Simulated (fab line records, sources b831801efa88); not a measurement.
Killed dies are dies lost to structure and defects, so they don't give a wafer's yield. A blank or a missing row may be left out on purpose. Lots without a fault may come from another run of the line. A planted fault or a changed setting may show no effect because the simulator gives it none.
One fault seen from 2 desks | flow gf180mcu | each desk has only its own numbers; what lay behind them comes last

THE TOOL OWNER'S DESK: pvd_sputter-04
The tool's own readings at GF_M4_SPUTTER_01 (material TiN, target thk 30 nm, time 25 s): means of the sampled wafers that have a number, for each lot that ran on this tool. A lot is out of limits, marked OUT, if its mean lies more than 4 standard deviations from the usual mean; the brackets give that distance.
Columns: A = throttle_valve_pct at GF_M4_SPUTTER_01, usual 29.8 %
lot  | first seen here | A
L310 | day 25 17:16    | 29.6
L316 | day 27 18:37    | 29.3
L319 | day 28 10:08    | 29.3
This desk's finding: nothing out of limits on any of the 3 lots.

THE METROLOGY DESK
What the gauges read, lot by lot, whatever tool the lot ran on: means of the sampled wafers that have a number. A lot is out of limits, marked OUT, if its mean lies more than 4 standard deviations from the usual mean; the brackets give that distance.
Columns: A = V3_W_RS at GF_V3_RS_MEAS_24, usual 0.323 ohm/sq; B = V3_W_THK at GF_V3_THK_MEAS_25, usual 333 nm
lot  | first seen here | A     | B
L306 | day 24 04:44    | 0.325 | 333
L310 | day 25 16:43    | 0.324 | 335
L316 | day 27 18:02    | 0.324 | 336
L318 | day 28 05:31    | 0.324 | 331
L319 | day 28 09:33    | 0.327 | 329
L322 | day 29 05:36    | 0.321 | 335
This desk's finding: nothing out of limits on any of the 6 lots.

PUT TOGETHER
The tool owner's desk saw nothing out of limits.
The metrology desk saw nothing out of limits.

WHAT THE SIMULATOR HAD PUT IN
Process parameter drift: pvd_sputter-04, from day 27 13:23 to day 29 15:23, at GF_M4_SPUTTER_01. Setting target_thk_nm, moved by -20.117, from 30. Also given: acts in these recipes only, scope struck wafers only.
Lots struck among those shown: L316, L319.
